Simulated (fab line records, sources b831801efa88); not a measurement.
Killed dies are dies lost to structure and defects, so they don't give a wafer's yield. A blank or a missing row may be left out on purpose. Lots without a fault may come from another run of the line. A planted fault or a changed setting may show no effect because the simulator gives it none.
fab line records | flow sky130
record lots=6 wafers=18 last_day=49
route steps=708 shown GATE_OXIDE@190 POLY_GATE@204 PAD_OPEN@708
lots that met no fault: from a run of the same line without faults
start_h: hours from the record's first day to the start of the lot's first wafer shown | wait_h: hours since the lot's step before | " the same as in the row above | L1.1+2: a row that stands for several wafers | - no value, or no start given | * or withheld: withheld | < > ~ a bound
route shown NAME@n: a module of which the file shows steps, and the number in the route of the first | usual: mean/standard deviation of fault-free wafers | same: alike in all rows | chamber/n: place in a boat | sites: the reading at each site | _std_site: their standard deviation | _edge_site: outer sites' mean less inner sites' | radius_mm: how far each site lies from the wafer's centre | mask NAME#n: copy n | behind: the tool/chamber that last shaped the wafer | hold: why the lot was held/for how many hours/how that ended | device: the transistor (n, p or np) that didn't switch | end of line: the same wafers' tests at the end of the route | a step without rows: its recipe alone | killed: dies lost to structure and defects at the first sort, not the wafer's yield | map: a wafer's dies, x killed, . not, _ none there
set.NAME: the setting as run; set.NAME@STEP: as run at that earlier step | model.NAME: the simulator's own value behind a step, which no gauge read
lots at some steps of the route; a table a step, a row a wafer
services: from which hour (start_h, from the record's first day; less than 0 if before it) a tool's chamber was out of use, for how many hours, and why
## steps
# step SKY_GATE_OXIDE_DEHYDRATE_03
# recipe temp_c=200 time_s=60
# step SKY_GATE_OXIDE_HMDS_04
# recipe prime_time_s=60 prime_temp_c=120
# step SKY_GATE_OXIDE_COAT_05
# recipe resist=NOVOLAK spin_rpm=3000 resist_thk_nm=1140
# step SKY_GATE_OXIDE_SOFTBAKE_06
# recipe temp_c=89.37 time_s=60 resist=NOVOLAK
# step SKY_GATE_OXIDE_EXPOSE_07
# recipe mask_id=LVOM na=0.6 source_shape=conventional sigma_outer=0.6 polarization=unpolarized target_cd_nm=600 dose_mj=170
# step SKY_GATE_OXIDE_PEB_08
# recipe temp_c=withheld time_s=* resist=NOVOLAK
# step SKY_GATE_OXIDE_DEVELOP_09
# recipe resist=NOVOLAK developer=TMAH develop_time_s=60 dev_temp_c=23
# step SKY_GATE_OXIDE_OVL_MEAS_10
# usual GATE_OXIDE_OVL=0.1/1.6
# columns lot.wafer tool chamber start_h wait_h GATE_OXIDE_OVL[nm]
L293.3 overlay-01 - 391.38 0.1 0.5
L293.5 " - " " -0.7
L293.6 " - " " -0.6
L301.3 overlay-01 - 434.87 0.1 -1.3
L301.5 " - " " -1.0
L301.6 " - " " -1.5
L302.1 overlay-02 - 445.20 0.1 -0.6
L302.3 " - " " 1.6
L302.5 " - " " 0.9
L305.4 overlay-01 - 466.47 0.1 -0.2
L305.5 " - " " 1.4
L305.6 " - " " -0.1
L306.1 overlay-02 - 472.04 0.1 0.4
L306.3 " - " " 0.6
L306.6 " - " " 0.3
L307.2 overlay-02 - 478.42 0.1 2.5
L307.4 " - " " -0.8
L307.6 " - " " -1.9
# step SKY_GATE_OXIDE_IMPLANT_11
# recipe species=B energy_kev=10 dose_cm2=2.6e+12 tilt_deg=withheld
# step SKY_GATE_OXIDE_WET_ETCH_12
# recipe chemistry=dHF target_depth_nm=16.8 dry=n2_spin target=SiO2 dilution=100:1 temp_c=25 time_s=336
# step SKY_GATE_OXIDE_STRIP_13
# recipe chemistry=O2/N2 power_w=1400 pressure_mtorr=1500 platen_temp_c=withheld o2_flow_sccm=3000 n2_flow_sccm=300 overash_fraction=0.5
# usual drypump_motor_current_A=5.6/0.46 oes_product_au=0.716/0.0045 strip_time_to_endpoint_s=14.21/0.039
# columns lot.wafer tool chamber start_h wait_h drypump_motor_current_A oes_product_au rf_hours_counter_h strip_time_to_endpoint_s
L293.3 plasma_asher-02 0 391.69 0.0 5.5 0.713 - 14.23
L293.5 " 0 " " 5.5 0.724 - 14.22
L293.6 " 1 " " 4.9 0.715 - 14.25
L301.3 plasma_asher-04 1 435.17 0.0 6.2 0.721 - 14.20
L301.5 " 1 " " 6.2 0.716 - 14.18
L301.6 " 0 " " 5.9 0.722 - 14.22
L302.1 plasma_asher-04 0 445.49 0.0 5.8 0.706 66 14.19
L302.3 " 1 " " 6.2 0.716 - 14.20
L302.5 " 1 " " 6.2 0.715 - 14.21
L305.4 plasma_asher-04 0 466.78 0.0 5.8 0.715 - 14.24
L305.5 " 1 " " 6.2 0.721 - 14.23
L305.6 " 0 " " 5.8 0.714 - 14.23
L306.1 plasma_asher-01 0 472.33 0.0 5.5 0.717 38 14.27
L306.3 " 0 " " 5.5 0.721 - 14.21
L306.6 " 0 " " 5.5 0.718 - 14.21
L307.2 plasma_asher-04 1 478.70 0.0 6.2 0.721 69 14.21
L307.4 " 0 " " 5.8 0.709 - 14.21
L307.6 " 0 " " 5.9 0.716 - 14.17
# step SKY_GATE_OXIDE_TW_MEAS_14
# usual GATE_OXIDE_TW=223.4/1.2
# columns lot.wafer tool chamber start_h wait_h GATE_OXIDE_TW
L293.3 film_metro-04 - 391.77 0.1 221.8
L293.5 " - " " 221.8
L293.6 " - " " 223.3
L301.3 film_metro-01 - 435.26 0.1 223.9
L301.5 " - " " 224.3
L301.6 " - " " 224.2
L302.1 film_metro-04 - 445.59 0.1 222.4
L302.3 " - " " 222.1
L302.5 " - " " 222.5
L305.4 film_metro-01 - 466.88 0.1 223.8
L305.5 " - " " 222.4
L305.6 " - " " 222.8
L306.1 film_metro-04 - 472.43 0.1 223.9
L306.3 " - " " 222.8
L306.6 " - " " 223.6
L307.2 film_metro-02 - 478.81 0.1 224.7
L307.4 " - " " 225.2
L307.6 " - " " 223.3
# step SKY_GATE_OXIDE_CLEAN_15
# recipe chemistry=SC1/SC2 mix=1:4:20 temp_c=70 time_s=150 dry=n2_spin
# usual bath_guard_temp_C=70.3/0.5 bath_heat_duty_pct=12.4/1.2 time_s=150/0
# columns lot.wafer tool chamber start_h wait_h bath_guard_temp_C bath_heat_duty_pct time_s model.SiO2_of_SONOS_ONO_CVD_04.thk_nm model.SiO2_of_GATE_OXIDE_OXIDATION_01.thk_nm
L293.3 wet_bench-01 1 391.81 0.0 70.4 13.4 150 4.336 10.01
L293.5 " 1 " " 70.7 13.0 150 4.38 9.903
L293.6 " 1 " " 70.7 13.8 150 4.33 9.838
L301.3 wet_bench-02 3 435.30 0.0 - - - 5.06 9.991
L301.5 " 3 " " - - - 4.983 10.19
L301.6 " 3 " " - - - 5.039 10.06
L302.1 wet_bench-04 1 445.65 0.1 - - - 4.817 10.16
L302.3 " 1 " " - - - 4.866 10.26
L302.5 " 1 " " - - - 4.831 10.26
L305.4 wet_bench-02 2 466.91 0.0 69.4 11.7 150 4.348 9.706
L305.5 " 2 " " 69.4 10.9 150 4.355 9.729
L305.6 " 2 " " 69.7 11.9 150 4.333 9.782
L306.1 wet_bench-04 0 472.49 0.1 70.4 13.5 150 4.318 10.07
L306.3 " 0 " " 70.9 12.9 150 4.259 10.2
L306.6 " 0 " " 70.2 12.3 150 4.318 9.974
L307.2 wet_bench-04 2 478.86 0.0 70.0 12.3 150 4.277 10.07
L307.4 " 2 " " 70.2 12.2 150 4.344 10.21
L307.6 " 2 " " 70.0 12.0 150 4.224 10.23
# step SKY_GATE_OXIDE_OXIDATION_16
# recipe temp_c=800 ambient=O2 idle_temp_c=700 ramp_up_c_per_min=10 ramp_down_c_per_min=3 stabilise_s=600 purge_s=300 target_thk_a=35.7 ox_time_s=1915
# usual ramp_down_c_per_min=2.9999/0.00061
# same purge_s=300
# columns lot.wafer tool chamber start_h wait_h ramp_down_c_per_min model.SiO2_of_GATE_OXIDE_OXIDATION_01.thk_nm
L293.3 furnace-02 0 392.70 0.8 2.9987 11.74
L293.5 " 0 " " 3.0002 11.63
L293.6 " 0 " " 2.9992 11.55
L301.3 furnace-02 0 435.35 0.0 2.9992 11.66
L301.5 " 0 " " 3.0003 11.88
L301.6 " 0 " " 2.9998 11.73
L302.1 furnace-02 0 446.22 0.5 3.0000 11.78
L302.3 " 0 " " 3.0007 11.88
L302.5 " 0 " " 3.0007 11.89
L305.4 furnace-01 0 466.96 0.0 3.0001 11.43
L305.5 " 0 " " 2.9994 11.44
L305.6 " 0 " " 2.9997 11.48
L306.1 furnace-02 0 472.55 0.0 3.0000 11.76
L306.3 " 0 " " 2.9996 11.88
L306.6 " 0 " " 2.9992 11.67
L307.2 furnace-01 0 478.91 0.0 2.9991 11.72
L307.4 " 0 " " 3.0007 11.86
L307.6 " 0 " " 3.0000 11.89
# step SKY_POLY_GATE_CVD_00
# recipe material=poly-Si target_thk_nm=180 temp_c=620 time_s=720 pressure_mtorr=200
# step SKY_PAD_OPEN_PROBE_99
# usual killed_at_M0_to_M3=43/7.3 killed_at_M4_up=3.5/2.2 killed_at_contacts=24/5.3 killed_at_front_end=15/4.2 killed_at_other=0.3/0.67 killed_dies=86/9.8 killed_open=47/7.2 killed_short=39/6.5
# same gross_dies=492 killed_at_back_side=0
# columns lot.wafer tool chamber start_h wait_h killed_at_M0_to_M3 killed_at_M4_up killed_at_contacts killed_at_front_end killed_at_other killed_dies killed_open killed_short model.etest.sonos_erased.drive_ua_um model.etest.sonos_uncharged.r_on_ohm_um model.etest.nfet_g5v0d10v5.drive_ua_um model.etest.nfet_16v.drive_ua_um model.etest.cap_thin_oxide.gate_log10_a_cm2 model.etest.cap_thin_oxide.gate_bv_v model.etest.sonos_programmed.off_log10_a_um model.etest.cap_ono.gate_log10_a_cm2
L293.3 prober-01 - 1155.71 0.2 38 4 22 14 0 78 42 36 197.2 812 599.2 220.8 -7.56 7.191 -13.99 -8.003
L293.5 prober-01 - 1155.81 0.2 30 3 22 16 0 71 39 32 177.8 840.1 598.2 221.1 -7.432 7.13 -13.87 -8.14
L293.6 prober-01 - 1155.86 0.2 47 3 19 9 0 78 45 33 173.9 821.8 608.6 221.9 -7.222 7.099 -13.79 -8.082
L301.3 prober-01 - 1160.21 0.2 49 4 23 13 0 89 42 45 119.7 830 596.1 218 -5.56 5.773 -12.57 -9.074
L301.5 prober-01 - 1160.31 0.2 43 7 21 18 0 89 46 43 148.1 838.3 585.5 210.4 -5.821 5.879 -13.13 -9.019
L301.6 prober-01 - 1160.36 0.2 43 7 27 17 0 94 48 46 152.8 859.8 589.3 215.7 -5.643 5.91 -12.83 -8.975
L302.1 prober-01 - 1168.40 0.1 43 2 20 19 0 84 49 35 164 802 599.3 217.1 -5.202 5.986 -13.2 -8.725
L302.3 prober-01 - 1168.50 0.2 43 5 23 22 0 93 54 39 142.4 823.2 590.1 216.2 -5.267 5.974 -13.18 -8.86
L302.5 prober-01 - 1168.60 0.2 44 1 33 11 1 90 54 36 147.4 835.6 587.8 215.6 -5.381 5.826 -12.92 -8.745
L305.4 prober-02 - 1179.05 0.2 40 5 22 15 0 82 54 28 208 804.3 616.2 226.3 -7.347 7.077 -13.93 -8.08
L305.5 prober-02 - 1179.10 0.2 53 3 22 21 0 99 49 50 197 810.4 613 225.1 -7.199 6.998 -14.07 -8.055
L305.6 prober-02 - 1179.15 0.2 44 1 20 9 0 74 33 41 204.3 784.1 611 225.6 -7.167 6.96 -13.83 -8.044
L306.1 prober-01 - 1181.26 0.1 56 2 23 16 1 98 57 41 207.2 829.8 589.2 217.2 -7.197 6.872 -14.05 -8.044
L306.3 prober-01 - 1181.36 0.2 49 2 25 13 0 89 57 30 176.6 844.8 584.7 215.7 -7.254 7.051 -13.83 -8.026
L306.6 prober-01 - 1181.51 0.2 48 7 22 16 0 93 43 50 206.6 799.4 600.4 220.4 -7.17 7.039 -13.85 -7.997
L307.2 prober-02 - 1184.42 0.1 58 3 18 21 0 100 53 47 196.2 803.4 595.7 215.8 -6.859 6.79 -13.92 -7.984
L307.4 prober-02 - 1184.52 0.2 49 1 25 25 0 100 57 43 204.5 812.7 593.7 214.1 -6.836 7.145 -14.06 -8.08
L307.6 prober-02 - 1184.62 0.2 42 3 24 17 0 86 46 39 194.7 807.8 584.7 214.3 -7.057 6.883 -13.95 -7.917
# killed by level:class
L293.3 VIA1:geometric_particle:open=10 LI_CONTACT:geometric_particle:open=9 METAL2:geometric_particle:short=8 VIA2:geometric_particle:open=7 CONTACT:geometric_particle:open=6 POLY_GATE:geometric_particle:short=6 VIA1:geometric_particle:short=4 FIELD_ISO:geometric_particle:open=3
L293.5 LI_CONTACT:geometric_particle:open=6 CONTACT:geometric_particle:open=6 POLY_GATE:geometric_particle:open=5 METAL2:geometric_particle:short=5 CONTACT:geometric_particle:short=4 VIA1:geometric_particle:open=4 VIA3:geometric_particle:open=4 FIELD_ISO:geometric_particle:short=3
L293.6 VIA1:geometric_particle:open=14 METAL2:geometric_particle:short=8 CONTACT:geometric_particle:open=7 LI_CONTACT:geometric_particle:open=6 VIA2:geometric_particle:open=6 METAL3:geometric_particle:short=4 POLY_GATE:geometric_particle:open=3 CONTACT:geometric_particle:short=3
L301.3 VIA1:geometric_particle:open=9 VIA1:geometric_particle:short=9 LI_CONTACT:geometric_particle:open=7 VIA3:geometric_particle:open=7 VIA2:geometric_particle:open=5 LI_CONTACT:geometric_particle:short=5 METAL2:geometric_particle:short=5 POLY_GATE:geometric_particle:open=4
L301.5 CONTACT:geometric_particle:open=13 VIA1:geometric_particle:open=12 METAL4:geometric_particle:short=7 FIELD_ISO:geometric_particle:short=6 VIA3:geometric_particle:open=6 FIELD_ISO:geometric_particle:open=5 METAL1:geometric_particle:short=5 VIA2:geometric_particle:open=5
L301.6 CONTACT:geometric_particle:open=11 VIA1:geometric_particle:open=10 LI_CONTACT:geometric_particle:open=8 METAL2:geometric_particle:short=7 FIELD_ISO:geometric_particle:short=6 VIA3:geometric_particle:short=5 VIA2:geometric_particle:open=5 METAL4:geometric_particle:short=5
L302.1 VIA1:geometric_particle:open=17 CONTACT:geometric_particle:open=7 FIELD_ISO:geometric_particle:open=5 VIA3:geometric_particle:open=5 VIA2:geometric_particle:open=5 POLY_GATE:geometric_particle:short=4 LOCAL_INTERCONNECT:geometric_particle:short=4 CONTACT:geometric_particle:short=4
L302.3 VIA1:geometric_particle:open=15 FIELD_ISO:geometric_particle:open=8 CONTACT:geometric_particle:open=8 VIA3:geometric_particle:open=5 POLY_GATE:geometric_particle:short=5 POLY_GATE:geometric_particle:open=5 LOCAL_INTERCONNECT:geometric_particle:short=5 METAL1:geometric_particle:short=5
L302.5 VIA1:geometric_particle:open=13 CONTACT:geometric_particle:open=12 CONTACT:geometric_particle:short=10 METAL1:geometric_particle:short=6 METAL2:geometric_particle:short=6 VIA3:geometric_particle:open=6 LI_CONTACT:geometric_particle:open=5 VIA2:geometric_particle:open=5
L305.4 CONTACT:geometric_particle:open=11 VIA1:geometric_particle:open=9 LI_CONTACT:geometric_particle:open=8 METAL2:geometric_particle:short=6 FIELD_ISO:geometric_particle:open=5 VIA2:geometric_particle:open=5 VIA3:geometric_particle:open=5 POLY_GATE:geometric_particle:short=3
L305.5 VIA1:geometric_particle:open=12 METAL1:geometric_particle:short=8 POLY_GATE:geometric_particle:open=6 LI_CONTACT:geometric_particle:open=6 CONTACT:geometric_particle:open=6 VIA1:geometric_particle:short=6 METAL2:geometric_particle:short=6 POLY_GATE:geometric_particle:short=5
L305.6 METAL2:geometric_particle:short=10 CONTACT:geometric_particle:open=8 VIA1:geometric_particle:short=8 METAL1:geometric_particle:short=7 VIA2:geometric_particle:open=6 VIA1:geometric_particle:open=6 VIA3:geometric_particle:open=6 LOCAL_INTERCONNECT:geometric_particle:short=4
L306.1 VIA1:geometric_particle:open=15 CONTACT:geometric_particle:open=10 METAL2:geometric_particle:short=9 VIA3:geometric_particle:open=9 VIA2:geometric_particle:open=8 FIELD_ISO:geometric_particle:short=6 VIA1:geometric_particle:short=5 LI_CONTACT:geometric_particle:open=4
L306.3 VIA1:geometric_particle:open=13 VIA2:geometric_particle:open=11 CONTACT:geometric_particle:open=9 LI_CONTACT:geometric_particle:open=6 METAL1:geometric_particle:short=6 METAL2:geometric_particle:short=6 VIA3:geometric_particle:open=5 LOCAL_INTERCONNECT:geometric_particle:short=4
L306.6 VIA1:geometric_particle:open=12 METAL2:geometric_particle:short=7 VIA1:geometric_particle:short=7 LI_CONTACT:geometric_particle:open=7 VIA2:geometric_particle:open=5 LOCAL_INTERCONNECT:geometric_particle:short=5 METAL1:geometric_particle:short=5 POLY_GATE:geometric_particle:open=4
L307.2 VIA1:geometric_particle:open=17 METAL1:geometric_particle:short=10 CONTACT:geometric_particle:open=8 VIA3:geometric_particle:open=7 FIELD_ISO:geometric_particle:short=6 POLY_GATE:geometric_particle:open=5 CONTACT:geometric_particle:short=5 VIA1:geometric_particle:short=5
L307.4 VIA1:geometric_particle:open=9 VIA2:geometric_particle:open=9 CONTACT:geometric_particle:open=8 VIA1:geometric_particle:short=8 VIA3:geometric_particle:open=8 FIELD_ISO:geometric_particle:open=7 LI_CONTACT:geometric_particle:open=7 FIELD_ISO:geometric_particle:short=5
L307.6 VIA1:geometric_particle:open=10 LI_CONTACT:geometric_particle:open=8 LOCAL_INTERCONNECT:geometric_particle:short=6 VIA1:geometric_particle:short=6 VIA3:geometric_particle:open=6 VIA2:geometric_particle:open=5 POLY_GATE:geometric_particle:open=4 FIELD_ISO:geometric_particle:short=4
## services
# columns tool chamber start_h hours kind
plasma_asher-02 - 372.68 1.0 repair
furnace-01 - 395.08 3.4 pm
plasma_asher-02 - 421.25 9.0 pm
plasma_asher-02 0 421.25 9.0 vent_cycle
plasma_asher-02 1 421.25 9.0 vent_cycle
plasma_asher-02 0 430.25 - clean
plasma_asher-02 1 430.25 - clean
wet_bench-01 - 430.34 1.7 repair
plasma_asher-04 - 430.45 1.8 repair
wet_bench-02 - 441.79 2.1 repair
## key
first_sign step=SKY_GATE_OXIDE_CLEAN_15 reading=tool_record direction=missing
effect none on later readings
model_effect step=SKY_GATE_OXIDE_CLEAN_15 value=SiO2_of_SONOS_ONO_CVD_04.thk_nm without=4.252 struck=4.932
model_effect step=SKY_GATE_OXIDE_OXIDATION_16 value=SiO2_of_GATE_OXIDE_OXIDATION_01.thk_nm without=11.49 struck=11.8
model_effect step=SKY_PAD_OPEN_PROBE_99 value=etest.sonos_erased.drive_ua_um without=184.7 struck=145.7
met_at SKY_GATE_OXIDE_CLEAN_15
struck_wafers L301.3,L301.5,L301.6,L302.1,L302.3,L302.5
tester_left_out L301,L302
fault kind=skipped_step_whole tool=wet_bench-02,wet_bench-04 chamber=- onset_h=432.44 steps=SKY_GATE_OXIDE_CLEAN_15 scope=struck_lots_only
# tester_left_out: of these lots the tester's yield and bins aren't shown, on N5 and GAA mostly nor the transistor test; their killed dies are dies lost to structure and defects alone, not to doping, threshold or leakage, so they don't give the yield
